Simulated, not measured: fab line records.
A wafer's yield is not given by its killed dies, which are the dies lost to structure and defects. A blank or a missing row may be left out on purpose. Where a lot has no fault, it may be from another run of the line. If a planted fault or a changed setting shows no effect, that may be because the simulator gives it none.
Comparing a struck lot with a sound one :: flow sfqLine :: 42 out of 325 route steps
Sound: these wafers, L453.1, L453.2, L453.3. Wafers L459.3, L459.5, L459.6 were the ones struck. The cause is named last.
At each step with rows: each side's tool, then ch and its chambers, then its first start. Under that, the readings that differ: sound wafers :: struck wafers :: difference of the means :: sigmas: that difference in standard deviations of wafers without a fault.
alike: same words and numbers on both sides, and readings whose means sit less than 2 such deviations apart. not compared: any withheld reading, any reading some wafer has no value for, any bound like >300 that may hide the same value, and any number with overlapping values for which the record gives no deviation.
The two part at a step that has a row with sigmas, a row that says differs or no value, or rows on one side only. Numbers that have no deviation but don't overlap get no sigmas and don't part them. Lack of a reading on every wafer of one side parts them only where that side has two or more wafers.

first, 1 step without rows for these wafers: SFQ_TRILAYER_I5_ETCH_VIA_ETCH_147 (etches the open film in CHF3, stops on Nb, target depth 360 nm).
SFQ_TRILAYER_I5_STRIP_STRIP_148: strips in O2.
  sound on rieMetal-02 ch 0,1, day 60 09:26; struck on rieMetal-04 ch 0,1, day 62 13:38
reading: drypumpMotorCurrentA (A)
sound: 5.8 5.9 5.8
struck: 4.9 5.1 4.9
difference: -0.9
sigmas: -2
  alike: chamberPressureMTorr, heBacksideLeakSccm, oesProductAu
  not compared: rfHoursCounterH
then, 7 steps without rows for these wafers: SFQ_TRILAYER_I5_STRIP_SOLV_CLEAN_149 (cleans in NMP, time 600 s); SFQ_TRILAYER_C5_LITHO_COAT_156 (resist thk 62 nm); SFQ_TRILAYER_C5_LITHO_COAT_151 (resist thk 650 nm); SFQ_TRILAYER_C5_LITHO_SOFTBAKE_155; SFQ_TRILAYER_C5_LITHO_EXPOSE_152 (exposes mask C5, target cd 500 nm); SFQ_TRILAYER_C5_LITHO_PEB_154 (peb time 60 s); SFQ_TRILAYER_C5_LITHO_DEVELOP_153 (time 60 s).
-- the record jumps here: 4 days lie between the struck wafers' starts before and after --
SFQ_C5_OVL_MEAS_937:
  sound on overlay-01, day 65 01:34; struck on overlay-01, day 67 00:23
  alike: C5_OVL
then, 2 steps without rows for these wafers: SFQ_TRILAYER_C5_BARC_OPEN_VIA_ETCH_210 (etches BARC in O2, target depth 125 nm, time 41.7 s); SFQ_TRILAYER_C5_ETCH_VIA_ETCH_154 (etches SiO2 in CHF3, stops on Nb, target depth 84 nm).
SFQ_TRILAYER_C5_STRIP_STRIP_155: strips in O2.
  sound on rieMetal-03 ch 0,1, day 65 01:42; struck on rieMetal-03 ch 0,1, day 67 00:42
  no value came back on the struck wafers for chamberPressureMTorr (mTorr), drypumpMotorCurrentA (A), heBacksideLeakSccm (sccm), oesProductAu (a.u.); on the sound wafers chamberPressureMTorr (mTorr) reads 50.07 49.99 50.04
reading: model.KrF_of_TRILAYER_C5_LITHO_COAT_151.thkNm (nm)
sound: 0 0 0
struck: 560.5 560.1 557.5
difference: +559.4
sigmas: 

reading: model.BARC_of_TRILAYER_C5_LITHO_COAT_156.thkNm (nm)
sound: 0 0 0
struck: 61.82 61.71 61.69
difference: +61.74
sigmas: 
  not compared: rfHoursCounterH
then, 2 steps without rows for these wafers: SFQ_TRILAYER_C5_STRIP_SOLV_CLEAN_156 (cleans in NMP, time 600 s); SFQ_TRILAYER_M6_DEP_PRE_CLEAN_158 (time 22.5 s).
SFQ_TRILAYER_M6_DEP_SPUTTER_157: material Nb, target thk 200 nm, time 133.3 s.
  sound on pvdSputter-05, day 65 02:30; struck on pvdSputter-05, day 67 01:19
  alike: throttleValvePct
SFQ_M6_RS_MEAS_938: the measuring method here is four-point-probe.
  sound on filmMetro-02, day 65 02:35; struck on filmMetro-01, day 67 01:27
  alike: M6_NB_RS
then, 6 steps without rows for these wafers: SFQ_TRILAYER_M6_LITHO_COAT_164 (resist thk 62 nm); SFQ_TRILAYER_M6_LITHO_COAT_159 (resist thk 600 nm); SFQ_TRILAYER_M6_LITHO_SOFTBAKE_163; SFQ_TRILAYER_M6_LITHO_EXPOSE_160 (exposes mask M6, target cd 500 nm); SFQ_TRILAYER_M6_LITHO_PEB_162 (peb time 60 s); SFQ_TRILAYER_M6_LITHO_DEVELOP_161 (time 60 s).
SFQ_M6_OVL_MEAS_940:
  sound on overlay-01, day 65 05:56; struck on overlay-02, day 67 06:20
  alike: M6_OVL
SFQ_TRILAYER_M6_BARC_OPEN_METAL_ETCH_206: etches BARC in O2, target depth 125 nm, time 41.7 s.
  sound on rieMetal-03 ch 0,1, day 65 05:58; struck on rieMetal-01 ch 0,1, day 67 06:23
reading: heBacksideLeakSccm (sccm)
sound: 3.4 3.5 3.5
struck: 6.2 3.4 3.5
difference: +0.9
sigmas: +2
  alike: drypumpMotorCurrentA, oesProductAu
  not compared: rfHoursCounterH
then, 1 step without rows for these wafers: SFQ_TRILAYER_M6_ETCH_METAL_ETCH_162 (etches Nb in Cl2/Ar, stops on SiO2, target depth 240 nm, time 120 s).
SFQ_TRILAYER_M6_STRIP_STRIP_163: strips in O2.
  sound on rieMetal-03 ch 0,1, day 65 06:09; struck on rieMetal-01 ch 0,1, day 67 06:45
  alike: chamberPressureMTorr, drypumpMotorCurrentA, heBacksideLeakSccm, oesProductAu
  not compared: rfHoursCounterH
then, 3 steps without rows for these wafers: SFQ_TRILAYER_M6_STRIP_SOLV_CLEAN_164 (cleans in NMP, time 600 s); SFQ_TRILAYER_I6_DEP_PECVD_165 (deposits SiO2 from SiH4/N2O, time 111.11 s, target thk 500 nm); SFQ_TRILAYER_I6_CMP_CMP_166 (polishes SiO2).
SFQ_I6_BOW_MEAS_941:
  sound on filmMetro-01, day 66 11:46; struck on filmMetro-01, day 68 19:09
  alike: I6_BOW
then, 7 steps without rows for these wafers: SFQ_TRILAYER_I6_METRO_MEASURE_167; SFQ_TRILAYER_I6_VIA_LITHO_COAT_174 (resist thk 62 nm); SFQ_TRILAYER_I6_VIA_LITHO_COAT_169 (resist thk 650 nm); SFQ_TRILAYER_I6_VIA_LITHO_SOFTBAKE_173; SFQ_TRILAYER_I6_VIA_LITHO_EXPOSE_170 (exposes mask I6, target cd 700 nm); SFQ_TRILAYER_I6_VIA_LITHO_PEB_172 (peb time 60 s); SFQ_TRILAYER_I6_VIA_LITHO_DEVELOP_171 (time 60 s).
SFQ_I6_OVL_MEAS_942:
  sound on overlay-02, day 66 15:20; struck on overlay-01, day 69 02:23
  alike: I6_OVL
SFQ_TRILAYER_I6_VIA_BARC_OPEN_VIA_ETCH_235: etches BARC in O2, target depth 125 nm, time 41.7 s.
  sound on rieDiel-03 ch 0,1,2, day 66 15:22; struck on rieDiel-01 ch 1,2, day 69 02:25
  alike: drypumpMotorCurrentA, oesProductAu
  not compared: rfHoursCounterH
then, 1 step without rows for these wafers: SFQ_TRILAYER_I6_VIA_ETCH_VIA_ETCH_172 (etches SiO2 in CHF3, stops on Nb, target depth 260 nm).
-- the record jumps here: 10 days lie between the struck wafers' starts before and after --
SFQ_M8_BOW_MEAS_951:
  sound on filmMetro-03, day 77 20:43; struck on filmMetro-01, day 79 07:04
reading: model.etest.m6.ohmSq
sound: 0.9084 0.894 0.8809
struck: 1e+06 1e+06 1e+06
difference: +1e+06
sigmas: 

reading: model.etest.m6.ohmUm
sound: 1.827 1.778 1.755
struck: 1e+06 1e+06 1e+06
difference: +1e+06
sigmas: 

reading: model.etest.i6.linkOhm
sound: 1.885 1.87 1.845
struck: 1e+06 1e+06 1e+06
difference: +1e+06
sigmas: 

reading: model.etest.i5.linkOhm
sound: 2.294 2.286 2.24
struck: 1e+06 1e+06 1e+06
difference: +1e+06
sigmas: 

reading: model.etest.c5.linkOhm
sound: 8.078 7.963 7.985
struck: 1e+06 1e+06 1e+06
difference: +1e+06
sigmas: 

reading: model.etest.jj.gTimes
sound: 0.9992 0.9926 0.9939
struck: 0 0 0
difference: -1
sigmas: 
  alike: M8_BOW

WHERE THEY PART
First at SFQ_TRILAYER_I5_STRIP_STRIP_148; last, within this record, at SFQ_TRILAYER_M6_BARC_OPEN_METAL_ETCH_206. Later steps at which nothing parts them and some readings are alike: SFQ_TRILAYER_M6_STRIP_STRIP_163, SFQ_I6_BOW_MEAS_941, SFQ_I6_OVL_MEAS_942, SFQ_TRILAYER_I6_VIA_BARC_OPEN_VIA_ETCH_235, SFQ_M8_BOW_MEAS_951.

WHY: the cause the simulator had injected
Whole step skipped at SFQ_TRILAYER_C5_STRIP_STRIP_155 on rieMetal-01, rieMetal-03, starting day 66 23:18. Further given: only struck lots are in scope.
